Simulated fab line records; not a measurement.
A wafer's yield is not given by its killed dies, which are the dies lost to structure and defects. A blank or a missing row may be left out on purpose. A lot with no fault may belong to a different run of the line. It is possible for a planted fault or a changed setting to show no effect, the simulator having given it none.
fab line records -- flow sky130
[record] lots = 10, wafers = 30, last-day = 51
route steps=708 shown CONTACT@422 METAL1@449 VIA1@460 PAD_OPEN@708
lots that met no fault: taken from a fault-free run of the same line
start-h: the number of hours between the record's first day and the start of the first shown wafer of the lot -- wait-h: how many hours have passed since the lot's step before this one -- " the same as in the row above -- L1.1+2: one row covering several wafers at once -- - no value, or no start was given -- * or withheld: withheld -- < > ~ a bound
route shown NAME@n: names a module that has steps shown in the file, with the first one's number in the route -- usual: mean and standard deviation over wafers with no fault -- same: alike in all rows -- chamber/n: place in a boat -- sites: readings site by site -- _std_site: how widely they spread, as a standard deviation -- _edge_site: outer sites' mean less inner sites' -- radius-mm: how far each site lies from the wafer's centre -- mask NAME#n: copy n -- behind: tool/chamber where the wafer was last shaped -- hold: reason for holding the lot/hours on hold/outcome of the hold -- device: the transistor (n, p or np) that didn't switch -- end of line: the same wafers' tests at the end of the route -- a step without rows: its recipe alone -- killed: at the first sort, the dies lost to defects and structure; wafer yield is something else -- map: a wafer's dies, marking killed ones x, the rest . and places with no die _
set.NAME: the setting as run; set.NAME@STEP: as run at that earlier step -- model.NAME: the simulator's own value behind a step, which no gauge read
route steps across a sampled set of lots; one table per step, one row per wafer
services: from which hour (start-h, from the record's first day; less than 0 if before it) a tool's chamber was out of use, for how many hours, and why
[[steps]]
[step SKY_CONTACT_ETCH_16]
[recipe] chemistry = N2/H2, target = BARC, ion-energy-ev = 200, source-w = 500, bias-w = 100, pressure-mtorr = 30, n2-flow-sccm = 100, h2-flow-sccm = 200, stop-on = SiO2, time-s = 45.9, target-depth-a = 600
[usual] drypump-motor-current-A = 5.7/0.48, oes-product-au = 0.855/0.0046, throttle-valve-pct = 13.225/0.009
lot.wafer,tool,chamber,start-h,wait-h,drypump-motor-current-A,oes-product-au,rf-hours-counter-h,throttle-valve-pct
L731.1,rie-diel-02,3,734.14,0.0,5.0,0.857,6,13.240
L731.2,rie-diel-02,2,734.14,0.0,6.2,0.859,30,13.222
L731.4,rie-diel-02,1,734.14,0.0,6.1,0.853,15,13.218
L732.1,rie-diel-04,1,755.11,0.0,5.1,0.859,10,13.217
L732.4,rie-diel-04,3,755.11,0.0,6.6,0.861,10,13.241
L732.5,rie-diel-04,1,755.11,0.0,5.2,0.868,-,13.210
L733.1,rie-diel-02,0,761.10,0.0,5.2,0.854,9,13.209
L733.2,rie-diel-02,2,761.10,0.0,6.1,0.856,30,13.227
L733.4,rie-diel-02,3,761.10,0.0,5.0,0.852,7,13.233
L734.3,rie-diel-04,2,776.76,0.0,5.6,0.862,17,13.237
L734.4,rie-diel-04,1,776.76,0.0,5.2,0.852,10,13.224
L734.5,rie-diel-04,2,776.76,0.0,5.6,0.853,-,13.241
L735.3,rie-diel-04,1,783.81,0.0,5.2,0.864,10,13.227
L735.4,rie-diel-04,0,783.81,0.0,5.4,0.858,3,13.216
L735.5,rie-diel-04,1,783.81,0.0,5.2,0.856,-,13.234
L742.1,rie-diel-02,0,830.98,0.0,5.2,0.850,11,13.223
L742.2,rie-diel-02,2,830.98,0.0,6.2,0.851,32,13.213
L742.5,rie-diel-02,1,830.98,0.0,6.1,0.855,-,13.227
L745.3,rie-diel-02,3,866.83,0.0,5.0,0.854,10,13.216
L745.4,rie-diel-02,3,866.83,0.0,5.0,0.857,-,13.222
L745.6,rie-diel-02,1,866.83,0.0,6.1,0.858,-,13.209
L748.1,rie-diel-04,1,899.36,0.0,5.2,0.854,14,13.219
L748.4,rie-diel-04,0,899.36,0.0,5.3,0.849,6,13.226
L748.6,rie-diel-04,1,899.36,0.0,5.2,0.856,-,13.224
L750.1,rie-diel-02,2,909.56,0.0,6.2,0.855,2,13.251
L750.2,rie-diel-02,0,909.56,0.0,5.2,0.861,14,13.237
L750.3,rie-diel-02,1,909.56,0.0,6.1,0.850,20,13.226
L752.4,rie-diel-02,3,919.07,0.0,5.0,0.849,11,13.221
L752.5,rie-diel-02,1,919.07,0.0,6.1,0.854,-,13.219
L752.6,rie-diel-02,2,919.07,0.0,6.1,0.860,-,13.228
[step SKY_METAL1_CD_MEAS_15]
[recipe] target-cd-nm = 140
[usual] cd-nm = 140.2/1.3
lot.wafer,tool,chamber,start-h,wait-h,cd-nm
L731.1,cd-sem-02,-,763.44,-,139.0
L731.2,cd-sem-02,-,763.44,-,139.4
L731.4,cd-sem-02,-,763.44,-,139.6
L732.1,cd-sem-02,-,784.53,-,140.9
L732.4,cd-sem-02,-,784.53,-,139.5
L732.5,cd-sem-02,-,784.53,-,140.6
L733.1,cd-sem-01,-,789.43,-,141.4
L733.2,cd-sem-01,-,789.43,-,141.5
L733.4,cd-sem-01,-,789.43,-,140.2
L734.3,cd-sem-02,-,805.02,-,140.2
L734.4,cd-sem-02,-,805.02,-,141.1
L734.5,cd-sem-02,-,805.02,-,140.6
L735.3,cd-sem-02,-,812.87,-,142.4
L735.4,cd-sem-02,-,812.87,-,141.2
L735.5,cd-sem-02,-,812.87,-,141.7
L742.1,cd-sem-02,-,859.03,-,140.8
L742.2,cd-sem-02,-,859.03,-,142.8
L742.5,cd-sem-02,-,859.03,-,140.8
L745.3,cd-sem-02,-,894.52,-,141.2
L745.4,cd-sem-02,-,894.52,-,140.1
L745.6,cd-sem-02,-,894.52,-,141.5
L748.1,cd-sem-01,-,925.78,-,139.1
L748.4,cd-sem-01,-,925.78,-,138.8
L748.6,cd-sem-01,-,925.78,-,139.2
L750.1,cd-sem-02,-,936.78,-,138.0
L750.2,cd-sem-02,-,936.78,-,138.4
L750.3,cd-sem-02,-,936.78,-,137.5
L752.4,cd-sem-02,-,945.51,-,141.0
L752.5,cd-sem-02,-,945.51,-,141.6
L752.6,cd-sem-02,-,945.51,-,141.1
[step SKY_METAL1_METAL_ETCH_19]
[recipe] target-depth-a = 3600, stop-on = SiO2, over-etch-frac = 0.3, time-s = 78, chemistry = Cl2/BCl3, resist-sidewall-deg = 88, pressure-mtorr = 10, icp-w = 900, bias-w = 48.5, Cl2_flow_sccm = 60, bcl3-flow-sccm = 30
[usual] drypump-motor-current-A = 5.4/0.44, he-backside-leak-sccm = 3.41/0.22, mfc-cl2-sccm = 60.01/0.17, oes-product-au = 0.854/0.0066, throttle-valve-pct = 22.265/0.009
[same] over-etch-frac = 0.3
lot.wafer,tool,chamber,start-h,wait-h,drypump-motor-current-A,he-backside-leak-sccm,mfc-cl2-sccm,oes-product-au,rf-hours-counter-h,throttle-valve-pct
L731.1,rie-metal-01,0,763.69,0.0,5.1,3.47,59.92,0.853,13,22.257
L731.2,rie-metal-01,1,763.69,0.0,6.1,3.43,59.96,0.856,3,22.258
L731.4,rie-metal-01,1,763.69,0.0,6.1,3.55,59.84,0.850,-,22.269
L732.1,rie-metal-04,0,784.78,0.0,5.8,3.39,59.82,0.851,9,22.266
L732.4,rie-metal-04,1,784.78,0.0,4.7,3.66,60.21,0.851,-,22.264
L732.5,rie-metal-04,0,784.78,0.0,5.8,3.25,59.99,0.865,-,22.269
L733.1,rie-metal-01,1,789.78,0.1,6.1,3.62,59.91,0.862,5,22.265
L733.2,rie-metal-01,1,789.78,0.1,6.2,3.68,59.93,0.853,-,22.270
L733.4,rie-metal-01,1,789.78,0.1,6.1,3.43,60.09,0.856,-,22.267
L734.3,rie-metal-03,1,805.26,0.1,5.3,3.42,59.85,0.853,-,22.276
L734.4,rie-metal-03,0,805.26,0.1,5.4,3.24,60.48,0.859,-,22.256
L734.5,rie-metal-03,0,805.26,0.1,5.4,3.00,60.14,0.865,-,22.271
L735.3,rie-metal-03,1,813.11,0.1,5.3,3.31,60.02,0.844,-,22.264
L735.4,rie-metal-03,0,813.11,0.1,5.4,2.64,59.97,0.849,-,22.273
L735.5,rie-metal-03,0,813.11,0.1,5.4,3.37,59.87,0.852,-,22.261
L742.1,rie-metal-04,1,859.28,0.0,4.7,3.70,60.00,0.847,10,22.264
L742.2,rie-metal-04,0,859.28,0.0,5.8,3.39,59.87,0.845,12,22.255
L742.5,rie-metal-04,0,859.28,0.0,5.8,3.39,60.08,0.853,-,22.259
L745.3,rie-metal-01,0,894.77,0.1,5.1,3.44,59.85,0.860,-,22.270
L745.4,rie-metal-01,1,894.77,0.1,6.2,3.48,60.14,0.854,-,22.267
L745.6,rie-metal-01,0,894.77,0.1,5.1,3.55,59.76,0.852,-,22.258
L748.1,rie-metal-03,0,926.03,0.0,5.4,3.09,59.74,0.854,17,22.273
L748.4,rie-metal-03,0,926.03,0.0,5.4,3.11,59.84,0.852,-,22.272
L748.6,rie-metal-03,0,926.03,0.0,5.4,3.07,60.11,0.858,-,22.269
L750.1,rie-metal-03,1,937.03,0.0,5.3,3.63,59.97,0.856,6,22.272
L750.2,rie-metal-03,0,937.03,0.0,5.4,3.30,60.20,0.853,17,22.263
L750.3,rie-metal-03,1,937.03,0.0,5.3,3.33,59.95,0.850,-,22.269
L752.4,rie-metal-01,0,945.73,0.1,5.1,3.72,59.94,0.857,-,22.269
L752.5,rie-metal-01,0,945.73,0.1,5.1,3.70,59.94,0.851,-,22.270
L752.6,rie-metal-01,1,945.73,0.1,6.1,3.49,60.17,0.858,-,22.242
[step SKY_METAL1_STRIP_20]
[recipe] chemistry = O2/N2, power-w = 1400, pressure-mtorr = 1500, platen-temp-c = withheld, o2-flow-sccm = 3000, n2-flow-sccm = 300, overash-fraction = 0.5
[usual] drypump-motor-current-A = 5.2/0.33, oes-product-au = 0.343/0.0054, strip-time-to-endpoint-s = 2.70/0.056
lot.wafer,tool,chamber,start-h,wait-h,drypump-motor-current-A,oes-product-au,rf-hours-counter-h,strip-time-to-endpoint-s
L731.1,plasma-asher-01,1,763.78,0.1,4.8,0.341,95,2.62
L731.2,plasma-asher-01,0,763.78,0.1,5.7,0.340,95,2.70
L731.4,plasma-asher-01,1,763.78,0.1,4.8,0.344,-,2.70
L732.1,plasma-asher-01,1,784.87,0.1,4.8,0.344,97,2.76
L732.4,plasma-asher-01,1,784.87,0.1,4.8,0.350,-,2.76
L732.5,plasma-asher-01,0,784.87,0.1,5.7,0.342,-,2.74
L733.1,plasma-asher-02,0,789.96,0.1,5.1,0.346,67,2.69
L733.2,plasma-asher-02,1,789.96,0.1,5.6,0.336,67,2.64
L733.4,plasma-asher-02,0,789.96,0.1,5.1,0.353,-,2.65
L734.3,plasma-asher-02,0,805.36,0.1,5.1,0.353,-,2.73
L734.4,plasma-asher-02,1,805.36,0.1,5.6,0.340,-,2.59
L734.5,plasma-asher-02,1,805.36,0.1,5.6,0.342,-,2.61
L735.3,plasma-asher-02,0,813.20,0.1,5.1,0.340,-,2.73
L735.4,plasma-asher-02,1,813.20,0.1,5.6,0.340,-,2.56
L735.5,plasma-asher-02,1,813.20,0.1,5.6,0.347,-,2.59
L742.1,plasma-asher-01,1,859.37,0.1,4.8,0.346,105,2.74
L742.2,plasma-asher-01,0,859.37,0.1,5.7,0.349,105,2.73
L742.5,plasma-asher-01,0,859.37,0.1,5.7,0.340,-,2.71
L745.3,plasma-asher-04,1,894.86,0.1,4.9,0.337,-,2.69
L745.4,plasma-asher-04,0,894.86,0.1,5.2,0.341,-,2.71
L745.6,plasma-asher-04,1,894.86,0.1,4.9,0.343,-,2.71
L748.1,plasma-asher-02,1,926.12,0.1,5.6,0.346,81,2.61
L748.4,plasma-asher-02,1,926.12,0.1,5.6,0.339,-,2.62
L748.6,plasma-asher-02,1,926.12,0.1,5.6,0.302,-,1.75
L750.1,plasma-asher-02,0,937.12,0.1,5.1,0.344,82,2.68
L750.2,plasma-asher-02,1,937.12,0.1,5.6,0.312,82,1.74
L750.3,plasma-asher-02,0,937.12,0.1,5.1,0.339,-,2.66
L752.4,plasma-asher-04,0,945.83,0.1,5.2,0.337,-,2.74
L752.5,plasma-asher-04,0,945.83,0.1,5.2,0.346,-,2.77
L752.6,plasma-asher-04,1,945.83,0.1,4.9,0.332,-,2.76
[step SKY_VIA1_CMP_02]
[recipe] material = SiO2, down-force-psi = 4, platen-rpm = 60, pad-velocity-m-s = 0.94248
[usual] motor-current-A = 12.1/1.5, slurry-flow-ml-min = 150.0/0.46
lot.wafer,tool,chamber,start-h,wait-h,motor-current-A,slurry-flow-ml-min
L731.4,cmp-02,3,764.68,0.1,11.0,150.3
L731.2,cmp-02,0,764.68,0.1,10.8,149.4
L731.1,cmp-02,1,764.68,0.1,13.2,150.2
L732.1,cmp-02,1,785.74,0.1,13.5,149.3
L732.4,cmp-02,2,785.74,0.1,12.0,150.0
L732.5,cmp-02,3,785.74,0.1,11.8,149.4
L733.2,cmp-01,1,790.81,0.1,13.3,149.3
L733.1,cmp-01,2,790.81,0.1,15.6,150.8
L733.4,cmp-01,3,790.81,0.1,9.9,149.7
L734.3,cmp-02,3,806.09,0.0,11.5,150.0
L734.4,cmp-02,1,806.09,0.0,13.1,149.5
L734.5,cmp-02,3,806.09,0.0,11.1,150.4
L735.3,cmp-02,2,814.03,0.1,11.6,150.0
L735.4,cmp-02,0,814.03,0.1,11.4,150.5
L735.5,cmp-02,2,814.03,0.1,12.0,150.7
L742.2,cmp-01,3,860.35,0.2,9.5,149.8
L742.1,cmp-01,2,860.35,0.2,16.1,149.9
L742.5,cmp-01,0,860.35,0.2,11.6,149.8
L745.4,cmp-02,3,895.61,0.0,11.1,150.5
L745.3,cmp-02,2,895.61,0.0,11.5,149.9
L745.6,cmp-02,3,895.61,0.0,10.8,149.5
L748.4,cmp-02,2,926.93,0.1,11.3,149.6
L748.1,cmp-02,3,926.93,0.1,11.4,149.3
L748.6,cmp-02,2,926.93,0.1,11.9,149.7
L750.2,cmp-01,1,938.00,0.0,13.9,149.8
L750.1,cmp-01,2,938.00,0.0,14.9,150.0
L750.3,cmp-01,0,938.00,0.0,11.8,149.3
L752.4,cmp-02,3,946.57,0.0,11.5,149.9
L752.5,cmp-02,3,946.57,0.0,11.1,150.2
L752.6,cmp-02,0,946.57,0.0,10.4,149.7
[step SKY_PAD_OPEN_PROBE_99]
[usual] defect-limited-yield = 82.2/2.1, killed_at_M0_to_M3 = 44/7.4, killed_at_M4_up = 3.1/1.8, killed-at-contacts = 25/6, killed-at-front-end = 15/4.4, killed-at-other = 0.3/0.49, killed-dies = 88/10, killed-on-rim = 17/3.6, killed-open = 48/7.4, killed-short = 39/6.3, sort_bin_3_pad_short = 0.9/0.4, sort_bin_5_function = 10.5/1.5, sort_bin_6_memory = 6.5/1.3, sort-n-pass = 404/10, sort-yield-pct = 82.2/2.1
[same] gross-dies = 492, killed-at-back-side = 0, sort_bin_4_leakage[%] = 0, sort_bin_8_speed[%] = 0
lot.wafer,tool,chamber,start-h,wait-h,defect-limited-yield[%],killed_at_M0_to_M3,killed_at_M4_up,killed-at-contacts,killed-at-front-end,killed-at-other,killed-dies,killed-on-rim,killed-open,killed-short,sort_bin_3_pad_short[%],sort_bin_5_function[%],sort_bin_6_memory[%],sort-n-pass,sort-yield-pct[%]
L731.1,prober-02,-,1078.52,0.1,80.5,41,1,37,17,0,96,23,57,39,0.8,12.8,5.9,396,80.5
L731.2,prober-02,-,1078.57,0.1,83.7,45,1,24,10,0,80,15,52,28,0.8,10.8,4.7,412,83.7
L731.4,prober-02,-,1078.67,0.2,81.7,47,4,21,18,0,90,17,51,39,0.4,11.8,6.1,402,81.7
L732.1,prober-01,-,1097.90,0.1,80.5,45,3,28,20,0,96,21,54,42,0.6,10.0,8.9,396,80.5
L732.4,prober-01,-,1098.05,0.2,80.5,38,5,28,25,0,96,16,53,43,1.0,12.8,5.7,396,80.5
L732.5,prober-01,-,1098.10,0.2,77.8,50,7,32,20,0,109,24,56,53,1.2,11.2,9.8,383,77.8
L733.1,prober-02,-,1098.19,0.1,83.3,49,7,14,12,0,82,11,39,43,1.2,8.9,6.5,410,83.3
L733.2,prober-02,-,1098.24,0.1,83.9,42,2,26,8,1,79,10,43,36,1.2,8.9,5.9,413,83.9
L733.4,prober-02,-,1098.34,0.2,82.3,47,2,22,16,0,87,15,46,41,1.0,11.2,5.5,405,82.3
L734.3,prober-01,-,1111.69,0.2,82.1,48,2,29,9,0,88,24,42,46,1.2,9.3,7.3,404,82.1
L734.4,prober-01,-,1111.74,0.2,78.9,47,1,36,19,1,104,22,53,51,1.6,11.0,8.5,388,78.9
L734.5,prober-01,-,1111.79,0.2,79.1,58,2,28,15,0,103,20,58,45,0.4,12.6,7.9,389,79.1
L735.3,prober-01,-,1118.10,0.2,83.5,51,3,15,12,0,81,15,46,35,1.2,10.0,5.3,411,83.5
L735.4,prober-01,-,1118.15,0.2,81.7,58,3,16,13,0,90,18,49,41,0.6,11.2,6.5,402,81.7
L735.5,prober-01,-,1118.20,0.2,86.4,34,2,18,13,0,67,11,32,35,0.4,6.9,6.3,425,86.4
L742.1,prober-02,-,1152.61,0.1,84.1,40,1,24,13,0,78,19,42,36,0.6,10.4,4.9,414,84.1
L742.2,prober-02,-,1152.66,0.1,83.3,39,5,30,8,0,82,19,58,24,1.6,10.4,4.7,410,83.3
L742.5,prober-02,-,1152.81,0.2,82.1,39,4,28,17,0,88,18,48,39,0.8,10.2,6.9,404,82.1
L745.3,prober-02,-,1178.40,0.2,79.9,53,1,25,19,1,99,17,55,43,1.2,11.6,7.3,393,79.9
L745.4,prober-02,-,1178.45,0.2,84.8,42,1,18,14,0,75,12,47,28,0.6,9.1,5.5,417,84.8
L745.6,prober-02,-,1178.55,0.2,82.5,44,3,25,13,1,86,18,51,34,1.0,9.8,6.7,406,82.5
L748.1,prober-01,-,1199.16,0.1,79.1,47,2,30,24,0,103,20,60,43,0.6,12.8,7.5,389,79.1
L748.4,prober-01,-,1199.31,0.2,85.6,38,4,14,15,0,71,14,33,38,0.4,10.4,3.7,421,85.6
L748.6,prober-01,-,1199.41,0.2,79.9,42,4,33,20,0,99,17,56,42,1.4,12.0,6.7,393,79.9
L750.1,prober-01,-,1207.12,0.1,81.5,49,0,28,13,1,91,16,51,40,0.8,11.6,6.1,401,81.5
L750.2,prober-01,-,1207.17,0.1,81.9,39,1,25,23,1,89,21,52,37,0.4,10.2,7.5,403,81.9
L750.3,prober-01,-,1207.22,0.2,85.8,35,2,24,9,0,70,19,34,36,0.8,8.5,4.9,422,85.8
L752.4,prober-02,-,1213.40,0.2,83.5,44,5,19,13,0,81,12,37,44,1.8,8.7,5.9,411,83.5
L752.5,prober-02,-,1213.45,0.2,82.3,39,1,28,19,0,87,20,54,33,0.6,11.0,6.1,405,82.3
L752.6,prober-02,-,1213.50,0.2,82.3,46,2,21,18,0,87,16,50,37,1.0,9.3,7.3,405,82.3
// killed by level:class
L731.1 CONTACT:geometric-particle:open=14 VIA1:geometric-particle:open=12 METAL1:geometric-particle:short=8 FIELD_ISO:geometric-particle:short=7 VIA3:geometric-particle:open=7 LI_CONTACT:geometric-particle:open=6 LOCAL_INTERCONNECT:geometric-particle:short=6 FIELD_ISO:geometric-particle:open=4
L731.2 VIA1:geometric-particle:open=12 VIA3:geometric-particle:open=10 LI_CONTACT:geometric-particle:open=8 CONTACT:geometric-particle:open=8 METAL2:geometric-particle:short=8 VIA2:geometric-particle:open=6 CONTACT:geometric-particle:short=4 FIELD_ISO:geometric-particle:open=3
L731.4 VIA1:geometric-particle:open=10 CONTACT:geometric-particle:open=9 VIA2:geometric-particle:open=7 LI_CONTACT:geometric-particle:open=7 VIA3:geometric-particle:open=7 METAL2:geometric-particle:short=6 METAL1:geometric-particle:short=5 FIELD_ISO:geometric-particle:open=4
L732.1 POLY_GATE:geometric-particle:open=10 LI_CONTACT:geometric-particle:open=9 VIA1:geometric-particle:open=9 METAL2:geometric-particle:short=8 CONTACT:geometric-particle:open=8 VIA2:geometric-particle:open=7 LOCAL_INTERCONNECT:geometric-particle:short=6 VIA2:geometric-particle:short=6
L732.4 VIA1:geometric-particle:open=10 LOCAL_INTERCONNECT:geometric-particle:short=9 VIA3:geometric-particle:open=9 FIELD_ISO:geometric-particle:open=8 FIELD_ISO:geometric-particle:short=7 CONTACT:geometric-particle:open=6 CONTACT:geometric-particle:short=5 VIA2:geometric-particle:short=5
L732.5 CONTACT:geometric-particle:short=11 VIA1:geometric-particle:open=11 FIELD_ISO:geometric-particle:open=7 CONTACT:geometric-particle:open=7 VIA2:geometric-particle:open=7 VIA3:geometric-particle:open=7 LOCAL_INTERCONNECT:geometric-particle:short=6 VIA1:geometric-particle:short=5
L733.1 VIA1:geometric-particle:open=11 METAL2:geometric-particle:short=9 LI_CONTACT:geometric-particle:open=7 VIA2:geometric-particle:short=6 METAL4:geometric-particle:short=6 VIA2:geometric-particle:open=5 VIA3:geometric-particle:open=5 POLY_GATE:geometric-particle:short=4
L733.2 VIA2:geometric-particle:open=9 VIA1:geometric-particle:open=8 LI_CONTACT:geometric-particle:open=7 CONTACT:geometric-particle:open=7 METAL1:geometric-particle:short=6 LI_CONTACT:geometric-particle:short=5 LOCAL_INTERCONNECT:geometric-particle:short=4 VIA1:geometric-particle:short=4
L733.4 VIA2:geometric-particle:short=8 LI_CONTACT:geometric-particle:open=7 VIA1:geometric-particle:open=7 CONTACT:geometric-particle:open=6 METAL1:geometric-particle:short=6 VIA2:geometric-particle:open=6 VIA3:geometric-particle:open=6 POLY_GATE:geometric-particle:short=5
L734.3 VIA1:geometric-particle:open=14 LI_CONTACT:geometric-particle:short=9 LI_CONTACT:geometric-particle:open=6 CONTACT:geometric-particle:open=6 METAL2:geometric-particle:short=6 VIA1:geometric-particle:short=5 LOCAL_INTERCONNECT:geometric-particle:short=5 METAL1:geometric-particle:short=5
L734.4 VIA1:geometric-particle:open=13 LI_CONTACT:geometric-particle:open=10 METAL1:geometric-particle:short=8 CONTACT:geometric-particle:open=8 LOCAL_INTERCONNECT:geometric-particle:short=6 FIELD_ISO:geometric-particle:short=5 POLY_GATE:geometric-particle:short=5 VIA1:geometric-particle:short=5
L734.5 VIA1:geometric-particle:open=13 VIA2:geometric-particle:open=11 LI_CONTACT:geometric-particle:open=8 CONTACT:geometric-particle:open=7 VIA1:geometric-particle:short=6 LOCAL_INTERCONNECT:geometric-particle:short=6 FIELD_ISO:geometric-particle:short=5 METAL3:geometric-particle:short=5
L735.3 VIA1:geometric-particle:open=12 VIA2:geometric-particle:open=11 METAL1:geometric-particle:short=7 POLY_GATE:geometric-particle:short=5 CONTACT:geometric-particle:open=5 LI_CONTACT:geometric-particle:open=5 VIA1:geometric-particle:short=4 VIA2:geometric-particle:short=4
L735.4 VIA1:geometric-particle:open=14 VIA2:geometric-particle:open=10 VIA1:geometric-particle:short=7 METAL2:geometric-particle:short=7 VIA3:geometric-particle:open=7 CONTACT:geometric-particle:open=6 FIELD_ISO:geometric-particle:short=3 FIELD_ISO:geometric-particle:open=3
L735.5 VIA1:geometric-particle:open=9 CONTACT:geometric-particle:open=8 METAL1:geometric-particle:short=4 VIA1:geometric-particle:short=4 VIA3:geometric-particle:short=4 VIA3:geometric-particle:open=4 FIELD_ISO:geometric-particle:open=3 FIELD_ISO:geometric-particle:short=3
L742.1 LI_CONTACT:geometric-particle:open=9 METAL2:geometric-particle:short=9 VIA1:geometric-particle:open=9 CONTACT:geometric-particle:open=6 VIA2:geometric-particle:open=5 CONTACT:geometric-particle:short=4 VIA1:geometric-particle:short=4 VIA3:geometric-particle:open=4
L742.2 VIA1:geometric-particle:open=16 CONTACT:geometric-particle:open=15 LI_CONTACT:geometric-particle:open=9 VIA3:geometric-particle:open=6 CONTACT:geometric-particle:short=4 METAL2:geometric-particle:short=4 METAL1:geometric-particle:short=3 VIA1:geometric-particle:short=3
L742.5 VIA1:geometric-particle:open=18 LOCAL_INTERCONNECT:geometric-particle:short=9 FIELD_ISO:geometric-particle:open=7 CONTACT:geometric-particle:open=7 VIA1:geometric-particle:short=6 LI_CONTACT:geometric-particle:open=5 METAL2:geometric-particle:short=4 POLY_GATE:geometric-particle:short=3
L745.3 LI_CONTACT:geometric-particle:open=10 CONTACT:geometric-particle:open=9 VIA1:geometric-particle:open=9 VIA2:geometric-particle:open=9 VIA3:geometric-particle:open=9 VIA2:geometric-particle:short=8 METAL1:geometric-particle:short=6 POLY_GATE:geometric-particle:open=5
L745.4 VIA1:geometric-particle:open=10 CONTACT:geometric-particle:open=7 LI_CONTACT:geometric-particle:open=7 POLY_GATE:geometric-particle:short=6 VIA2:geometric-particle:open=6 METAL1:geometric-particle:short=5 VIA1:geometric-particle:short=4 VIA3:geometric-particle:open=4
L745.6 CONTACT:geometric-particle:open=12 VIA3:geometric-particle:open=9 VIA1:geometric-particle:short=6 VIA1:geometric-particle:open=6 POLY_GATE:geometric-particle:short=5 VIA2:geometric-particle:open=5 LI_CONTACT:geometric-particle:open=5 METAL1:geometric-particle:short=5
L748.1 VIA1:geometric-particle:open=13 LI_CONTACT:geometric-particle:open=11 CONTACT:geometric-particle:open=9 POLY_GATE:geometric-particle:short=8 POLY_GATE:geometric-particle:open=7 FIELD_ISO:geometric-particle:open=6 METAL3:geometric-particle:short=6 VIA3:geometric-particle:open=6
L748.4 VIA3:geometric-particle:open=9 VIA1:geometric-particle:open=7 POLY_GATE:geometric-particle:short=6 CONTACT:geometric-particle:open=6 METAL4:geometric-particle:short=4 VIA1:geometric-particle:short=4 METAL3:geometric-particle:short=4 FIELD_ISO:geometric-particle:short=3
L748.6 CONTACT:geometric-particle:open=12 VIA1:geometric-particle:open=12 LI_CONTACT:geometric-particle:open=9 METAL2:geometric-particle:short=7 FIELD_ISO:geometric-particle:open=6 VIA3:geometric-particle:open=5 CONTACT:geometric-particle:short=5 METAL1:geometric-particle:short=5
L750.1 VIA1:geometric-particle:open=9 CONTACT:geometric-particle:open=9 VIA2:geometric-particle:open=8 METAL2:geometric-particle:short=7 CONTACT:geometric-particle:short=6 LI_CONTACT:geometric-particle:short=5 LI_CONTACT:geometric-particle:open=5 METAL1:geometric-particle:short=5
L750.2 CONTACT:geometric-particle:open=14 VIA1:geometric-particle:open=10 POLY_GATE:geometric-particle:open=8 VIA2:geometric-particle:open=6 METAL2:geometric-particle:short=5 POLY_GATE:geometric-particle:short=4 LI_CONTACT:geometric-particle:open=4 LOCAL_INTERCONNECT:geometric-particle:short=4
L750.3 METAL1:geometric-particle:short=10 LI_CONTACT:geometric-particle:open=9 CONTACT:geometric-particle:open=9 METAL2:geometric-particle:short=6 VIA1:geometric-particle:open=6 POLY_GATE:geometric-particle:open=4 VIA1:geometric-particle:short=3 METAL3:geometric-particle:short=3
L752.4 VIA1:geometric-particle:short=9 VIA1:geometric-particle:open=8 LI_CONTACT:geometric-particle:open=6 CONTACT:geometric-particle:short=5 CONTACT:geometric-particle:open=5 VIA2:geometric-particle:open=5 VIA3:geometric-particle:open=5 METAL2:geometric-particle:short=4
L752.5 LI_CONTACT:geometric-particle:open=12 VIA2:geometric-particle:open=11 VIA1:geometric-particle:open=9 POLY_GATE:geometric-particle:open=5 POLY_GATE:geometric-particle:short=5 CONTACT:geometric-particle:open=5 METAL2:geometric-particle:short=5 VIA3:geometric-particle:open=4
L752.6 VIA1:geometric-particle:open=12 CONTACT:geometric-particle:open=11 METAL1:geometric-particle:short=6 METAL2:geometric-particle:short=6 FIELD_ISO:geometric-particle:open=5 LI_CONTACT:geometric-particle:open=5 VIA1:geometric-particle:short=5 VIA2:geometric-particle:short=5
[[services]]
tool,chamber,start-h,hours,kind
plasma-asher-02,-,712.92,1.5,repair
rie-metal-03,-,718.83,2.8,pm
cmp-01,-,741.06,4.6,pm
cmp-02,-,744.04,4.0,pm
cmp-01,-,747.75,0.6,repair
cmp-02,-,751.67,0.9,repair
rie-diel-04,-,770.10,4.3,pm
cmp-01,-,777.48,1.3,repair
cmp-01,-,780.97,1.6,repair
cmp-02,-,814.63,1.1,repair
rie-diel-04,0,824.30,7.4,repair
cmp-02,-,838.21,3.4,repair
rie-diel-04,1,840.81,7.8,repair
rie-metal-01,1,845.90,17.6,repair
rie-metal-03,1,847.98,2.7,repair
rie-diel-04,3,857.72,8.3,repair
rie-metal-03,-,858.47,4.3,pm
rie-metal-03,0,870.87,7.6,repair
rie-diel-04,1,884.78,2.2,repair
rie-diel-02,3,914.49,4.4,repair
rie-diel-04,0,916.28,13.4,repair
rie-metal-01,-,920.99,2.8,pm
rie-diel-02,-,927.64,14.6,pm
rie-diel-02,3,945.80,5.2,repair
[[key]]
[first-sign] step = SKY_METAL1_STRIP_20, reading = strip-time-to-endpoint-s, direction = down, sigmas = 17, usual = *, struck = *
[effect] step = SKY_METAL1_STRIP_20, reading = oes-product-au, direction = down, sigmas = 6.7, usual = 0.343, struck = 0.307
met-at SKY_METAL1_METAL_ETCH_19
struck-lots L748,L750
struck-wafers L748.6,L750.2
not-acting-at SKY_CONTACT_ETCH_16,SKY_METAL1_CD_MEAS_15,SKY_VIA1_CMP_02
onset-between 813.11 926.03
[fault] kind = process-parameter-drift, tool = rie-metal-03, chamber = -, onset-h = 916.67, steps = SKY_METAL1_METAL_ETCH_19, channel = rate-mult, offset = 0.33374, shape = step, end-h = 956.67, scope = struck-wafers-only
